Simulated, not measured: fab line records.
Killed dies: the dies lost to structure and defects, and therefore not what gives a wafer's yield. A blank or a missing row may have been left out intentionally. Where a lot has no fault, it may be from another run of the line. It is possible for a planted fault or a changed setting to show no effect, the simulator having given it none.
Which of the tools did it? / flow sky130 / 30 wafers from 10 lots sampled at 5 of the route's 708 steps

## WHAT THE GAUGES READ, wafer by wafer
SKY_VIA2_RS_MEAS_22: measurement is done with a four-point probe. Usual: VIA2_W_RS 0.272 ohm/sq, standard deviation 0.0054.
lot=L545; measured=day 37 08:37; on=film-metro-01; VIA2_W_RS (ohm/sq)=0.274 0.276 0.271; flag=
lot=L548; measured=day 38 13:12; on=film-metro-04; VIA2_W_RS (ohm/sq)=0.272 0.274 0.271; flag=
lot=L553; measured=day 39 15:36; on=film-metro-04; VIA2_W_RS (ohm/sq)=0.269 0.263 0.178; flag=OFF
lot=L555; measured=day 40 07:46; on=film-metro-03; VIA2_W_RS (ohm/sq)=0.259 0.184 0.264; flag=OFF
lot=L562; measured=day 42 12:20; on=film-metro-01; VIA2_W_RS (ohm/sq)=0.265 0.266 0.272; flag=
lot=L563; measured=day 42 16:04; on=film-metro-01; VIA2_W_RS (ohm/sq)=0.277 0.269 0.276; flag=
lot=L564; measured=day 43 01:13; on=film-metro-04; VIA2_W_RS (ohm/sq)=0.278 0.276 0.271; flag=
lot=L566; measured=day 43 06:31; on=film-metro-01; VIA2_W_RS (ohm/sq)=0.271 0.274 0.279; flag=
lot=L567; measured=day 43 14:56; on=film-metro-04; VIA2_W_RS (ohm/sq)=0.280 0.277 0.272; flag=
lot=L568; measured=day 43 15:22; on=film-metro-01; VIA2_W_RS (ohm/sq)=0.276 0.267 0.277; flag=

SKY_VIA2_THK_MEAS_23: measures by xrf. Usual: VIA2_W_THK 413 nm, standard deviation 8.1.
lot=L545; measured=day 37 08:43; on=film-metro-01; VIA2_W_THK (nm)=404 404 411; flag=
lot=L548; measured=day 38 13:19; on=film-metro-04; VIA2_W_THK (nm)=412 412 411; flag=
lot=L553; measured=day 39 15:43; on=film-metro-04; VIA2_W_THK (nm)=412 420 -; flag=
lot=L555; measured=day 40 07:53; on=film-metro-03; VIA2_W_THK (nm)=438 - 429; flag=
lot=L562; measured=day 42 12:26; on=film-metro-01; VIA2_W_THK (nm)=419 416 411; flag=
lot=L563; measured=day 42 16:10; on=film-metro-01; VIA2_W_THK (nm)=401 414 406; flag=
lot=L564; measured=day 43 01:19; on=film-metro-04; VIA2_W_THK (nm)=406 406 416; flag=
lot=L566; measured=day 43 06:38; on=film-metro-01; VIA2_W_THK (nm)=410 401 399; flag=
lot=L567; measured=day 43 15:04; on=film-metro-04; VIA2_W_THK (nm)=404 408 414; flag=
lot=L568; measured=day 43 15:28; on=film-metro-01; VIA2_W_THK (nm)=402 415 400; flag=

## WHAT TOOL EACH LOT RAN ON (gives the tool, then ch and the chambers of the sampled wafers, and finally the start)
lot=L545; SKY_METAL2_STRIP_20=plasma-asher-02 ch 0,1, day 36 04:20; SKY_VIA2_ETCH_15=rie-diel-04 ch 0,2,3, day 37 07:44; SKY_VIA2_CVD_21=cvd-w-01 ch 0,1, day 37 08:28
lot=L548; SKY_METAL2_STRIP_20=plasma-asher-01 ch 0, day 37 08:36; SKY_VIA2_ETCH_15=rie-diel-02 ch 0,1,3, day 38 12:19; SKY_VIA2_CVD_21=cvd-w-02 ch 0, day 38 13:04
lot=L553; SKY_METAL2_STRIP_20=plasma-asher-01 ch 0,1, day 38 12:16; SKY_VIA2_ETCH_15=rie-diel-01 ch 1,2,3, day 39 14:43; SKY_VIA2_CVD_21=cvd-w-02 ch 0,1, day 39 15:28
lot=L555; SKY_METAL2_STRIP_20=plasma-asher-01 ch 0,1, day 39 04:08; SKY_VIA2_ETCH_15=rie-diel-04 ch 0,1,2, day 40 06:52; SKY_VIA2_CVD_21=cvd-w-02 ch 0,1, day 40 07:37
lot=L562; SKY_METAL2_STRIP_20=plasma-asher-02 ch 0,1, day 41 09:46; SKY_VIA2_ETCH_15=rie-diel-04 ch 1,2, day 42 11:26; SKY_VIA2_CVD_21=cvd-w-02 ch 0,1, day 42 12:12
lot=L563; SKY_METAL2_STRIP_20=plasma-asher-03 ch 0,1, day 41 13:40; SKY_VIA2_ETCH_15=rie-diel-02 ch 2,3, day 42 15:11; SKY_VIA2_CVD_21=cvd-w-02 ch 0,1, day 42 15:56
lot=L564; SKY_METAL2_STRIP_20=plasma-asher-01 ch 0,1, day 41 22:30; SKY_VIA2_ETCH_15=rie-diel-02 ch 0,1, day 43 00:19; SKY_VIA2_CVD_21=cvd-w-01 ch 0,1, day 43 01:04
lot=L566; SKY_METAL2_STRIP_20=plasma-asher-03 ch 0,1, day 42 05:12; SKY_VIA2_ETCH_15=rie-diel-01 ch 0,3, day 43 05:38; SKY_VIA2_CVD_21=cvd-w-01 ch 0,1, day 43 06:23
lot=L567; SKY_METAL2_STRIP_20=plasma-asher-03 ch 0,1, day 42 13:07; SKY_VIA2_ETCH_15=rie-diel-04 ch 1,2,3, day 43 14:05; SKY_VIA2_CVD_21=cvd-w-01 ch 0,1, day 43 14:49
lot=L568; SKY_METAL2_STRIP_20=plasma-asher-01 ch 0,1, day 42 14:08; SKY_VIA2_ETCH_15=rie-diel-01 ch 2,3, day 43 14:26; SKY_VIA2_CVD_21=cvd-w-02 ch 0,1, day 43 15:15
- SKY_METAL2_STRIP_20: strips in O2/N2.
- SKY_VIA2_ETCH_15: etches SiO2 in C4F8/O2/Ar, stops on TiN, target depth 546 nm, time 84 s.
- SKY_VIA2_CVD_21: deposits W, target thk 420 nm, time 126.4 s.

## WHAT THE TOOLS THEMSELVES READ (means of the sampled wafers that have a number; where no wafer has one, the mark that the record gives instead)
SKY_METAL2_STRIP_20. Usual: drypump-motor-current-A 5.5 A, standard deviation 0.42; oes-product-au 0.345 a.u., standard deviation 0.005; strip-time-to-endpoint-s 2.75 s, standard deviation 0.061.
lot=L545; tool=plasma-asher-02; drypump-motor-current-A (A)=5.3; oes-product-au (a.u.)=0.345; strip-time-to-endpoint-s (s)=2.82; flag=
lot=L548; tool=plasma-asher-01; drypump-motor-current-A (A)=5.0; oes-product-au (a.u.)=0.344; strip-time-to-endpoint-s (s)=2.75; flag=
lot=L553; tool=plasma-asher-01; drypump-motor-current-A (A)=5.5; oes-product-au (a.u.)=0.345; strip-time-to-endpoint-s (s)=2.73; flag=
lot=L555; tool=plasma-asher-01; drypump-motor-current-A (A)=5.6; oes-product-au (a.u.)=0.349; strip-time-to-endpoint-s (s)=2.73; flag=
lot=L562; tool=plasma-asher-02; drypump-motor-current-A (A)=5.3; oes-product-au (a.u.)=0.343; strip-time-to-endpoint-s (s)=2.82; flag=
lot=L563; tool=plasma-asher-03; drypump-motor-current-A (A)=5.6; oes-product-au (a.u.)=0.346; strip-time-to-endpoint-s (s)=2.81; flag=
lot=L564; tool=plasma-asher-01; drypump-motor-current-A (A)=5.6; oes-product-au (a.u.)=0.346; strip-time-to-endpoint-s (s)=2.74; flag=
lot=L566; tool=plasma-asher-03; drypump-motor-current-A (A)=5.6; oes-product-au (a.u.)=0.345; strip-time-to-endpoint-s (s)=2.76; flag=
lot=L567; tool=plasma-asher-03; drypump-motor-current-A (A)=5.6; oes-product-au (a.u.)=0.345; strip-time-to-endpoint-s (s)=2.69; flag=
lot=L568; tool=plasma-asher-01; drypump-motor-current-A (A)=5.6; oes-product-au (a.u.)=0.346; strip-time-to-endpoint-s (s)=2.74; flag=

SKY_VIA2_ETCH_15. Usual: oes-product-au reads 0.940 a.u. (standard deviation 0.0047).
lot=L545; tool=rie-diel-04; oes-product-au (a.u.)=0.937; flag=
lot=L548; tool=rie-diel-02; oes-product-au (a.u.)=0.943; flag=
lot=L553; tool=rie-diel-01; oes-product-au (a.u.)=0.944; flag=
lot=L555; tool=rie-diel-04; oes-product-au (a.u.)=0.943; flag=
lot=L562; tool=rie-diel-04; oes-product-au (a.u.)=0.940; flag=
lot=L563; tool=rie-diel-02; oes-product-au (a.u.)=0.938; flag=
lot=L564; tool=rie-diel-02; oes-product-au (a.u.)=0.939; flag=
lot=L566; tool=rie-diel-01; oes-product-au (a.u.)=0.941; flag=
lot=L567; tool=rie-diel-04; oes-product-au (a.u.)=0.943; flag=
lot=L568; tool=rie-diel-01; oes-product-au (a.u.)=0.940; flag=

SKY_VIA2_CVD_21. Usual: heater-power-w 856 W, standard deviation 66; susceptor-temp-C 400.02 C, standard deviation 0.24.
lot=L545; tool=cvd-w-01; heater-power-w (W)=846; susceptor-temp-C (C)=400.00; flag=
lot=L548; tool=cvd-w-02; heater-power-w (W)=910; susceptor-temp-C (C)=400.01; flag=
lot=L553; tool=cvd-w-02; heater-power-w (W)=900; susceptor-temp-C (C)=400.11; flag=
lot=L555; tool=cvd-w-02; heater-power-w (W)=916; susceptor-temp-C (C)=400.09; flag=
lot=L562; tool=cvd-w-02; heater-power-w (W)=925; susceptor-temp-C (C)=400.18; flag=
lot=L563; tool=cvd-w-02; heater-power-w (W)=908; susceptor-temp-C (C)=399.85; flag=
lot=L564; tool=cvd-w-01; heater-power-w (W)=768; susceptor-temp-C (C)=399.87; flag=
lot=L566; tool=cvd-w-01; heater-power-w (W)=769; susceptor-temp-C (C)=400.13; flag=
lot=L567; tool=cvd-w-01; heater-power-w (W)=779; susceptor-temp-C (C)=399.75; flag=
lot=L568; tool=cvd-w-02; heater-power-w (W)=926; susceptor-temp-C (C)=399.93; flag=

## THE ANSWER, worked out from the rows above alone
Rule: a lot is off if the mean of its wafers that have a number lies more than 3 standard deviations from the usual mean. Also off: a lot with no number at a reading for which 4 or more lots have one. All remaining lots with rows at the step are treated as sound. Order of review: gauges by route order, followed by the tools' own readings, for which a lot's mean as printed above is used. At the first step where some lot is off, the reading lying furthest off is the one used; lots without a number count as furthest.
Off: L553, L555, seen at SKY_VIA2_RS_MEAS_22 (VIA2_W_RS).
If a tool, at a process step before that reading, ran all the lots that are off and no sound lot after the first of them, it fits. Those tools and the gauges at SKY_VIA2_RS_MEAS_22 are tried in the same way. Not one of the candidates tried fits.

## WHAT WAS PUT IN BY THE SIMULATOR
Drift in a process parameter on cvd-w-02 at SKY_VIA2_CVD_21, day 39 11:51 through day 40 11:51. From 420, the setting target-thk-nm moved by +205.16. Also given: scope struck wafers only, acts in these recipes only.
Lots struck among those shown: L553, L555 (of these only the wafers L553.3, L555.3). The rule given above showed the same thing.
